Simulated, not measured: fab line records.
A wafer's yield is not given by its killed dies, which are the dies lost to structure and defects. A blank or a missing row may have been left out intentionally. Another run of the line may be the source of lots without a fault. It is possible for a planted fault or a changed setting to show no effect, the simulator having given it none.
Which of the tools did it?	flow sky130	6 lots with 18 wafers sampled at 4 steps, on a route of 708 steps

== WHAT EACH GAUGE READ, for each wafer ==
SKY_VIA3_CD_MEAS_12 targets a cd of 200 nm.
lot	measured	on	cd_nm (nm)
L655	day 40 01:09	cd_sem-01	202.4 200.2 200.0
L657	day 41 20:22	cd_sem-02	201.9 202.7 202.1
L662	day 43 09:05	cd_sem-01	200.8 200.3 200.3
L664	day 43 12:55	cd_sem-01	202.8 202.3 203.4
L667	day 43 20:08	cd_sem-02	202.9 202.9 203.8
L672	day 45 05:35	cd_sem-02	198.6 197.8 199.4

== EACH LOT AND THE TOOL THAT RAN IT (in order: tool; ch and the chambers of the sampled wafers; start) ==
lot	SKY_CONTACT_ETCH_17	SKY_METAL2_METAL_ETCH_19	SKY_VIA2_CVD_21
L655	rie_diel-01 ch 0,2,3, day 31 22:52	rie_metal-04 ch 0,1, day 35 11:59	cvd_w-02 ch 0,1, day 36 16:31
L657	rie_diel-01 ch 0,2,3, day 33 22:53	rie_metal-01 ch 0,1, day 37 12:02	cvd_w-02 ch 0,1, day 38 15:58
L662	rie_diel-02 ch 0,2,3, day 35 15:59	rie_metal-04 ch 1, day 39 03:53	cvd_w-02 ch 0,1, day 40 06:59
L664	rie_diel-01 ch 2,3, day 35 21:56	rie_metal-04 ch 0,1, day 39 07:53	cvd_w-01 ch 0,1, day 40 10:53
L667	rie_diel-02 ch 1,2,3, day 36 05:28	rie_metal-04 ch 0,1, day 39 16:11	cvd_w-02 ch 1, day 40 18:44
L672	rie_diel-03 ch 0,2, day 37 20:37	rie_metal-04 ch 0,1, day 41 02:37	cvd_w-02 ch 0,1, day 42 05:47
- SKY_CONTACT_ETCH_17: etches SiO2 in C4F8/O2/Ar, stops on Si3N4, target depth 340 nm.
- SKY_METAL2_METAL_ETCH_19: etches the open film in Cl2/BCl3, stops on SiO2, target depth 360 nm, time 78 s.
- SKY_VIA2_CVD_21: deposits W, target thk 420 nm, time 126.4 s.

== THE ANSWER, worked out from the rows above alone ==
Rule: what is usual is taken from the lots themselves. Put in order of their means at a reading, lots are off if they are a third of the lots or fewer, leave a main group of 4 or more, and stand apart from it by a gap of 3 or more times the standard deviation of the main group's means; of several such gaps the widest counts. A main group is skipped when, at the precision printed for the reading in the tables above, its means are all equal. Also off: a lot with no number at a reading for which 4 or more lots have one. Where the step has rows for the other lots, those lots are counted as sound.
None of the lots is off at any reading shown; this tells nothing.

== WHAT THE SIMULATOR HAD INSERTED ==
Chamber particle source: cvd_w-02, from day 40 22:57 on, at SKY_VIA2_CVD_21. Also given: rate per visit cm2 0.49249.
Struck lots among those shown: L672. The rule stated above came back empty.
